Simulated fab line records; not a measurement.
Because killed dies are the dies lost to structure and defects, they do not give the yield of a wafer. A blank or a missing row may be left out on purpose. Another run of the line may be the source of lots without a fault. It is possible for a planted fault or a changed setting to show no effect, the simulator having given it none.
Which tool is to blame? | flow sky130 | 13 lots, 39 wafers sampled, at 2 steps of a route of 708

## WHAT THE GAUGES READ, wafer by wafer
SKY_VIA1_CD_MEAS_12: target cd 150 nm.
lot  | measured     | on       | cdNm (nm)
L804 | day 34 19:04 | cdSem-02 | 151.8 151.9 151.1
L805 | day 35 04:29 | cdSem-02 | 149.5 149.1 151.2
L808 | day 35 19:44 | cdSem-01 | 150.1 150.4 150.4
L809 | day 36 01:29 | cdSem-02 | 149.6 149.2 149.4
L810 | day 36 07:34 | cdSem-02 | 146.2 147.5 146.4
L814 | day 37 12:18 | cdSem-02 | 152.9 152.6 153.6
L816 | day 38 01:09 | cdSem-01 | 147.4 149.3 147.4
L817 | day 38 12:55 | cdSem-02 | 148.7 150.3 151.1
L818 | day 38 14:58 | cdSem-02 | 146.0 148.8 148.3
L819 | day 38 23:31 | cdSem-01 | 149.0 149.9 149.6
L820 | day 39 00:31 | cdSem-02 | 147.5 147.1 147.9
L821 | day 39 06:01 | cdSem-01 | 148.1 150.0 150.3
L826 | day 40 20:26 | cdSem-01 | 150.8 152.3 151.1

SKY_VIA1_THK_MEAS_23: measures by xrf.
lot  | measured     | on           | VIA1_W_THK (nm)
L804 | day 34 20:11 | filmMetro-03 | 268 268 268
L805 | day 35 05:37 | filmMetro-02 | 275 268 266
L808 | day 35 20:52 | filmMetro-01 | 263 263 260
L809 | day 36 02:37 | filmMetro-02 | 261 262 260
L810 | day 36 08:41 | filmMetro-02 | 262 259 261
L814 | day 37 13:25 | filmMetro-02 | 264 264 261
L816 | day 38 02:17 | filmMetro-01 | 263 261 262
L817 | day 38 14:01 | filmMetro-03 | 267 264 267
L818 | day 38 16:05 | filmMetro-02 | 263 273 266
L819 | day 39 00:37 | filmMetro-02 | 265 263 264
L820 | day 39 01:38 | filmMetro-02 | 259 265 265
L821 | day 39 07:08 | filmMetro-02 | 273 267 271
L826 | day 40 21:31 | filmMetro-01 | 265 267 265

## WHAT TOOL EACH LOT RAN ON (gives the tool, then ch and the chambers of the sampled wafers, and finally the start)
No process step before these readings appears in the record.

## AS READ BY THE TOOLS THEMSELVES (means over the sampled wafers that have a number; for cases with no such wafer, the mark the record gives instead)
The record holds no such reading with a usual standard deviation.

## THE ANSWER, worked out from the rows above alone
Rule: the lots themselves supply what counts as usual. The widest of any qualifying gaps counts: lots, ordered by their means at a reading, are off when they make up no more than a third of the lots, leave a main group of 4 or more, and stand apart from it by 3 or more times the standard deviation of that group's means. A main group is skipped when, at the precision printed for the reading in the tables above, its means are all equal. A lot without any number at a reading at which 4 lots or more have one is off too. The other lots that the step has rows for count as sound. After the gauges, taken in route order, come the tools' own readings; for these a lot's mean is taken, as printed above. At the first step where some lot is off, the reading lying furthest off is the one used; lots without a number count as furthest.
Across all readings shown, no lot is off: no conclusion can be drawn from this.

## WHAT THE SIMULATOR HAD INSERTED
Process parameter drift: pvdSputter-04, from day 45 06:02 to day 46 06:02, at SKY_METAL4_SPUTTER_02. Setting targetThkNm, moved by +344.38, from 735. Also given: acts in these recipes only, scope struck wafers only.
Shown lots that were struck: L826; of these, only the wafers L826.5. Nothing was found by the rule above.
